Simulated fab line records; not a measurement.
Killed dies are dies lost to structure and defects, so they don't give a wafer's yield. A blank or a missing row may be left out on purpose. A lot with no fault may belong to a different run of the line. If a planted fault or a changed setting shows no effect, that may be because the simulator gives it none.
fab line records    flow sky130
record lots=12  wafers=36  last_day=50
route steps=708 shown SD_N@350 LI_CONTACT@385 CONTACT@408
lots with no fault: from the same line, run without faults
start_h: hours from the record's opening day to when the first of the lot's shown wafers began    wait_h: how many hours have passed since the lot's step before this one    " identical to the entry in the row above    L1.1+2: a single row standing in for several wafers    - value missing, or start not given    * or withheld: withheld    < > ~ a bound
route shown NAME@n: NAME is a module with steps in the file, n the number in the route of the first one    usual: mean/standard deviation taken from wafers without a fault    same: alike in all rows    chamber/n: place in a boat    sites: readings site by site    _std_site: the values' standard deviation    _edge_site: mean of outer sites minus mean of inner sites    radius_mm: how far each site lies from the wafer's centre    mask NAME#n: copy n    behind: tool/chamber where the wafer was last shaped    hold: what put the lot on hold/how long, in hours/how the hold closed    device: whichever transistor did not switch (one of n, p or np)    end of line: the tests these same wafers got at the end of their route    a step with no rows: only its recipe    killed: the dies lost at the first sort to structure and to defects; this is not the yield of the wafer    map: the dies of a wafer, with x for killed, . for not killed, _ for no die there
set.NAME: setting as actually run; set.NAME@STEP: the setting as run at that earlier step    model.NAME: the simulator's own value behind a step, which no gauge read
a sample of lots followed through the steps of the route, with each step as a table and each wafer as a row
services: when a tool's chamber went out of use (start_h, in hours from the record's first day, below 0 if earlier), for how many hours, and the reason
## steps
# step SKY_SD_N_OVL_MEAS_08
# usual SD_N_OVL=0.1/1.5
lot.wafer  tool        chamber  start_h  wait_h  SD_N_OVL[nm]
L285.2     overlay-01  -        643.73   0.1     -1.0
L285.4     "           -        "        "       -0.8
L285.6     "           -        "        "       -1.5
L286.1     overlay-01  -        654.75   0.1     1.2
L286.2     "           -        "        "       -0.1
L286.5     "           -        "        "       1.0
L287.3     overlay-02  -        664.84   0.1     0.7
L287.4     "           -        "        "       1.8
L287.6     "           -        "        "       1.8
L288.2     overlay-01  -        678.93   0.1     0.0
L288.3     "           -        "        "       1.1
L288.6     "           -        "        "       0.1
L289.1     overlay-02  -        679.73   0.1     -0.1
L289.5     "           -        "        "       1.1
L289.6     "           -        "        "       0.2
L294.1     overlay-02  -        756.68   0.1     1.1
L294.4     "           -        "        "       -0.7
L294.5     "           -        "        "       -0.1
L296.1     overlay-01  -        758.03   0.1     -1.1
L296.4     "           -        "        "       -3.0
L296.5     "           -        "        "       -1.9
L303.2     overlay-01  -        788.21   0.1     -1.7
L303.3     "           -        "        "       -1.7
L303.5     "           -        "        "       -1.1
L305.2     overlay-01  -        803.91   0.1     0.6
L305.4     "           -        "        "       1.0
L305.6     "           -        "        "       -0.1
L306.3     overlay-02  -        813.94   0.1     -0.6
L306.4     "           -        "        "       -0.3
L306.5     "           -        "        "       -1.3
L307.2     overlay-01  -        820.71   0.1     3.1
L307.4     "           -        "        "       1.5
L307.5     "           -        "        "       1.2
L308.1     overlay-01  -        843.08   0.1     -0.7
L308.3     "           -        "        "       -0.9
L308.4     "           -        "        "       -0.6
# step SKY_LI_CONTACT_THK_MEAS_23
# recipe thk_meas_gauge=xrf  reads=W_of_LI_CONTACT_CVD_21
# usual LI_CONTACT_W_THK=396/6.5
lot.wafer  tool           chamber  start_h  wait_h  LI_CONTACT_W_THK[nm]
L285.2     film_metro-04  -        674.91   0.1     390
L285.4     "              -        "        "       387
L285.6     "              -        "        "       384
L286.1     film_metro-04  -        686.13   0.1     391
L286.2     "              -        "        "       390
L286.5     "              -        "        "       393
L287.3     film_metro-02  -        695.52   0.1     390
L287.4     "              -        "        "       390
L287.6     "              -        "        "       387
L288.2     film_metro-02  -        709.56   0.1     388
L288.3     "              -        "        "       391
L288.6     "              -        "        "       394
L289.1     film_metro-04  -        710.59   0.1     390
L289.5     "              -        "        "       393
L289.6     "              -        "        "       395
L294.1     film_metro-02  -        786.37   0.1     403
L294.4     "              -        "        "       394
L294.5     "              -        "        "       391
L296.1     film_metro-04  -        788.35   0.1     395
L296.4     "              -        "        "       396
L296.5     "              -        "        "       397
L303.2     film_metro-04  -        817.64   0.1     389
L303.3     "              -        "        "       384
L303.5     "              -        "        "       389
L305.2     film_metro-02  -        832.55   0.1     393
L305.4     "              -        "        "       390
L305.6     "              -        "        "       393
L306.3     film_metro-04  -        842.95   0.1     384
L306.4     "              -        "        "       389
L306.5     "              -        "        "       387
L307.2     film_metro-01  -        849.86   0.1     398
L307.4     "              -        "        "       402
L307.5     "              -        "        "       400
L308.1     film_metro-04  -        871.33   0.1     392
L308.3     "              -        "        "       394
L308.4     "              -        "        "       397
# step SKY_CONTACT_HDPCVD_02
# recipe material=SiO2  target_thk_nm=565  sigma_open_frac=0.3  time_s=94.2  temp_c=600  sih4_flow_sccm=60  pressure_mtorr=6
# usual run_length_s=121.5/0.58
lot.wafer  tool       chamber  start_h  wait_h  run_length_s
L285.2     hdpcvd-02  1        704.33   0.0     121.1
L285.4     "          2        "        "       121.7
L285.6     "          0        "        "       122.0
L286.1     hdpcvd-01  0        714.98   0.1     120.9
L286.2     "          2        "        "       122.1
L286.5     "          0        "        "       120.7
L287.3     hdpcvd-01  2        724.26   0.0     122.0
L287.4     "          0        "        "       121.0
L287.6     "          2        "        "       121.8
L288.2     hdpcvd-01  2        738.91   0.0     122.1
L288.3     "          1        "        "       121.3
L288.6     "          0        "        "       120.9
L289.1     hdpcvd-02  0        739.16   0.1     122.8
L289.5     "          2        "        "       121.4
L289.6     "          0        "        "       122.4
L294.1     hdpcvd-01  0        814.63   0.1     120.9
L294.4     "          0        "        "       120.7
L294.5     "          1        "        "       130.4
L296.1     hdpcvd-01  0        816.67   0.1     121.0
L296.4     "          1        "        "       130.8
L296.5     "          1        "        "       131.2
L303.2     hdpcvd-02  1        845.52   0.0     121.6
L303.3     "          0        "        "       122.4
L303.5     "          2        "        "       121.6
L305.2     hdpcvd-02  2        859.73   0.0     121.2
L305.4     "          2        "        "       121.6
L305.6     "          0        "        "       122.5
L306.3     hdpcvd-02  1        870.86   0.0     121.6
L306.4     "          1        "        "       122.0
L306.5     "          0        "        "       122.1
L307.2     hdpcvd-02  0        877.49   0.0     122.0
L307.4     "          0        "        "       122.8
L307.5     "          1        "        "       121.9
L308.1     hdpcvd-01  2        898.62   0.1     122.1
L308.3     "          0        "        "       120.7
L308.4     "          1        "        "       120.9
# step SKY_CONTACT_THK_MEAS_03
# recipe reads=SiO2_of_CONTACT_HDPCVD_02
# usual CONTACT_HDPCVD_THK=561/5.9
lot.wafer  tool           chamber  start_h  wait_h  CONTACT_HDPCVD_THK[nm]
L285.2     film_metro-04  -        704.41   0.0     563
L285.4     "              -        "        "       559
L285.6     "              -        "        "       563
L286.1     film_metro-02  -        715.05   0.0     563
L286.2     "              -        "        "       570
L286.5     "              -        "        "       560
L287.3     film_metro-02  -        724.34   0.1     562
L287.4     "              -        "        "       555
L287.6     "              -        "        "       565
L288.2     film_metro-02  -        738.98   0.0     555
L288.3     "              -        "        "       564
L288.6     "              -        "        "       564
L289.1     film_metro-02  -        739.23   0.0     563
L289.5     "              -        "        "       558
L289.6     "              -        "        "       561
L294.1     film_metro-03  -        814.70   0.0     563
L294.4     "              -        "        "       562
L294.5     "              -        "        "       622
L296.1     film_metro-03  -        816.78   0.1     562
L296.4     "              -        "        "       614
L296.5     "              -        "        "       616
L303.2     film_metro-04  -        845.60   0.0     566
L303.3     "              -        "        "       562
L303.5     "              -        "        "       556
L305.2     film_metro-02  -        859.81   0.0     561
L305.4     "              -        "        "       563
L305.6     "              -        "        "       561
L306.3     film_metro-02  -        870.95   0.1     561
L306.4     "              -        "        "       552
L306.5     "              -        "        "       560
L307.2     film_metro-03  -        877.57   0.0     560
L307.4     "              -        "        "       567
L307.5     "              -        "        "       563
L308.1     film_metro-03  -        898.69   0.0     576
L308.3     "              -        "        "       577
L308.4     "              -        "        "       579
# step SKY_CONTACT_CMP_04
# recipe material=SiO2  down_force_psi=4  platen_rpm=60  pad_velocity_m_s=0.94248
# usual motor_current_A=12.0/1.2  retaining_ring_pressure_frac=1.000/0.0049  time_to_endpoint_s=83/4.5
lot.wafer  tool    chamber  start_h  wait_h  motor_current_A  retaining_ring_pressure_frac  time_to_endpoint_s
L285.4     cmp-02  3        704.46   0.0     12.7             0.999                         81
L285.2     "       1        "        "       10.2             1.000                         84
L285.6     "       3        "        "       14.0             1.002                         85
L286.1     cmp-02  3        715.16   0.1     13.0             1.007                         89
L286.2     "       0        "        "       13.2             1.001                         89
L286.5     "       3        "        "       13.2             0.996                         89
L287.4     cmp-01  1        724.38   0.0     12.0             0.994                         83
L287.3     "       0        "        "       11.2             0.993                         86
L287.6     "       1        "        "       11.9             0.993                         86
L288.3     cmp-02  1        739.08   0.1     10.1             1.004                         83
L288.2     "       3        "        "       13.7             0.994                         80
L288.6     "       0        "        "       13.2             0.996                         79
L289.1     cmp-02  1        739.38   0.1     10.4             1.002                         88
L289.6     "       0        "        "       13.0             0.997                         80
L289.5     "       1        "        "       10.3             0.997                         83
L294.1     cmp-02  2        814.76   0.1     11.7             1.001                         86
L294.4     "       1        "        "       10.2             1.003                         87
L294.5     "       2        "        "       11.3             1.007                         109
L296.4     cmp-01  1        816.94   0.1     12.3             1.007                         102
L296.1     "       2        "        "       12.4             1.006                         79
L296.5     "       3        "        "       11.5             0.999                         102
L303.3     cmp-02  0        845.65   0.0     13.3             1.000                         78
L303.2     "       1        "        "       10.2             1.008                         88
L303.5     "       1        "        "       10.2             1.004                         79
L305.2     cmp-02  3        859.91   0.1     12.7             1.003                         84
L305.4     "       1        "        "       10.0             0.997                         84
L305.6     "       2        "        "       11.4             0.991                         81
L306.4     cmp-01  2        871.09   0.1     12.9             1.007                         74
L306.3     "       3        "        "       11.7             1.005                         81
L306.5     "       0        "        "       11.7             1.000                         80
L307.2     cmp-02  1        877.67   0.1     10.2             1.006                         86
L307.4     "       2        "        "       11.0             1.005                         86
L307.5     "       1        "        "       10.2             0.996                         87
L308.3     cmp-01  3        898.75   0.0     11.3             0.993                         93
L308.1     "       0        "        "       11.8             0.989                         93
L308.4     "       2        "        "       11.8             1.003                         86
# step SKY_CONTACT_OVL_MEAS_15
# usual CONTACT_OVL=-2/5.1
lot.wafer  tool        chamber  start_h  wait_h  CONTACT_OVL[nm]
L285.2     overlay-02  -        732.63   0.1     3
L285.4     "           -        "        "       1
L285.6     "           -        "        "       -2
L286.1     overlay-01  -        742.88   0.1     6
L286.2     "           -        "        "       0
L286.5     "           -        "        "       2
L287.3     overlay-01  -        751.99   0.1     -1
L287.4     "           -        "        "       0
L287.6     "           -        "        "       7
L288.2     overlay-01  -        766.19   0.1     1
L288.3     "           -        "        "       7
L288.6     "           -        "        "       -4
L289.1     overlay-01  -        766.73   0.1     -2
L289.5     "           -        "        "       -1
L289.6     "           -        "        "       -3
L294.1     overlay-02  -        840.84   0.1     -4
L294.4     "           -        "        "       0
L294.5     "           -        "        "       -9
L296.1     overlay-01  -        843.73   0.1     -1
L296.4     "           -        "        "       -8
L296.5     "           -        "        "       -5
L303.2     overlay-02  -        872.74   0.1     -8
L303.3     "           -        "        "       -9
L303.5     "           -        "        "       -13
L305.2     overlay-01  -        885.88   0.1     -5
L305.4     "           -        "        "       -3
L305.6     "           -        "        "       3
L306.3     overlay-01  -        896.75   0.1     -6
L306.4     "           -        "        "       -5
L306.5     "           -        "        "       -10
L307.2     overlay-01  -        903.09   0.1     2
L307.4     "           -        "        "       4
L307.5     "           -        "        "       5
L308.1     overlay-01  -        924.73   0.1     4
L308.3     "           -        "        "       0
L308.4     "           -        "        "       1
## services
tool       chamber  start_h  hours  kind
hdpcvd-01  -        699.00   2.8    pm
cmp-01     -        744.00   4.0    pm
cmp-01     -        748.00   -      consumable_replace:conditioner
cmp-01     -        748.00   -      consumable_replace:pad
cmp-02     -        757.73   29.8   repair
cmp-02     -        758.33   2.1    repair
cmp-02     -        761.70   1.3    repair
cmp-01     -        787.75   11.1   pm
hdpcvd-02  0        794.24   6.1    repair
cmp-02     -        798.86   5.2    pm
hdpcvd-01  2        816.12   8.1    repair
hdpcvd-02  1        826.56   9.7    repair
hdpcvd-01  1        842.77   21.3   repair
hdpcvd-01  2        849.69   4.6    repair
cmp-02     -        868.03   1.3    repair
cmp-01     -        869.91   0.9    repair
hdpcvd-02  -        891.84   1.9    repair
## key
first_sign step=SKY_CONTACT_HDPCVD_02  reading=run_length_s  direction=up  sigmas=16  usual=*  struck=*
effect step=SKY_CONTACT_THK_MEAS_03  reading=CONTACT_HDPCVD_THK  direction=up  sigmas=9.5  usual=561  struck=617
effect step=SKY_CONTACT_CMP_04  reading=time_to_endpoint_s  direction=up  sigmas=4.8  usual=*  struck=*
met_at SKY_CONTACT_HDPCVD_02
struck_lots L294,L296
struck_wafers L294.5,L296.4,L296.5
tester_left_out L294,L296
not_acting_at SKY_SD_N_OVL_MEAS_08,SKY_LI_CONTACT_THK_MEAS_23,SKY_CONTACT_OVL_MEAS_15
onset_between 738.91 814.63
fault kind=process_parameter_drift  tool=hdpcvd-01  chamber=1  onset_h=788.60  steps=SKY_CONTACT_HDPCVD_02  channel=time_s  offset=*  shape=step  end_h=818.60  acts_in=*  stated=*
# tester_left_out: of these lots the tester's yield and bins aren't shown, on N5 and GAA mostly nor the transistor test; their killed dies are dies lost to structure and defects alone, not to doping, threshold or leakage, so they don't give the yield
